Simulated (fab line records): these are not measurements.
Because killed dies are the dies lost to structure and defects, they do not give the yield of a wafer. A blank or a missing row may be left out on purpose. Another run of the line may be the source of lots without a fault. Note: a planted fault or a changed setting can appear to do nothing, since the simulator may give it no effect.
The same fault as seen by 2 desks + flow sky130 + each desk has only its own numbers; what lay behind them comes last

== FOR THE TOOL OWNER'S DESK: rieDiel-02 ==
The tool's own readings at SKY_LI_CONTACT_ETCH_14 (etches BARC in N2/H2, stops on SiO2, time 45.9 s, target depth 60 nm): means of the sampled wafers that have a number, for each lot that ran on this tool. A lot is out of limits, marked OUT, if its mean lies more than 4 standard deviations from the usual mean; the brackets give that distance.
Columns: A = chamberPressureMTorr at SKY_LI_CONTACT_ETCH_14, usual 30.003 mTorr; B = drypumpMotorCurrentA at SKY_LI_CONTACT_ETCH_14, usual 5.8 A; C = h2FlowSccm at SKY_LI_CONTACT_ETCH_14, usual 200.0 sccm; D = oesProductAu at SKY_LI_CONTACT_ETCH_14, usual 0.854 a.u.; E = runLengthS at SKY_LI_CONTACT_ETCH_14, usual 74.3 s; F = throttleValvePct at SKY_LI_CONTACT_ETCH_14, usual 13.224 %
| lot  | first seen here | A      | B   | C     | D               | E              | F      |
|------|-----------------|--------|-----|-------|-----------------|----------------|--------|
| L440 | day 32 05:01    | 30.014 | 5.3 | 199.9 | 0.851           | 74.1           | 13.219 |
| L444 | day 33 08:05    | 30.016 | 6.1 | 200.5 | 0.860           | 74.7           | 13.217 |
| L449 | day 35 00:01    | 30.014 | 5.5 | 200.0 | 0.904 (+11) OUT | 60.6 (-33) OUT | 13.231 |
| L450 | day 35 01:12    | 30.029 | 6.5 | 200.2 | 0.899 (+10) OUT | 61.5 (-31) OUT | 13.231 |
This desk's finding: out of limits on L449, L450; first on L449, day 35 00:01 (oesProductAu at SKY_LI_CONTACT_ETCH_14). L440, L444 stayed within limits.

== AT THE METROLOGY DESK ==
What the gauges read for every lot (on any tool): the sampled wafers with a number, averaged. A lot is out of limits, marked OUT, if its mean lies more than 4 standard deviations from the usual mean; the brackets give that distance.
Columns: A = POLY_CUT_OVL at SKY_POLY_CUT_OVL_MEAS_09, usual 1 nm
| lot  | first seen here | A  |
|------|-----------------|----|
| L434 | day 25 07:24    | 4  |
| L440 | day 27 10:56    | -4 |
| L442 | day 27 21:19    | -2 |
| L443 | day 28 07:43    | 9  |
| L444 | day 28 15:01    | 5  |
| L447 | day 29 23:34    | -1 |
| L448 | day 30 04:29    | -3 |
| L449 | day 30 10:22    | -1 |
| L450 | day 30 12:31    | -3 |
| L454 | day 32 09:12    | -2 |
This desk's finding: nothing out of limits on any of the 10 lots.

== PUT TOGETHER ==
The tool owner's desk could have raised an alarm at day 35 00:01, on L449, L450.
At the metrology desk, nothing out of limits was observed.
The metrology desk holds a record of L449, L450, inside its limits.
The lots listed all ran SKY_LI_CONTACT_ETCH_14 on rieDiel-02.

== WHAT THE SIMULATOR HAD PUT IN ==
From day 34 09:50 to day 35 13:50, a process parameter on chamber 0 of rieDiel-02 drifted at SKY_LI_CONTACT_ETCH_14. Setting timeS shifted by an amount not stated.
Lots struck among those shown: L449, L450.
Delay in hours, fault start to first out-of-limits reading, by desk: the tool owner's desk at 14.
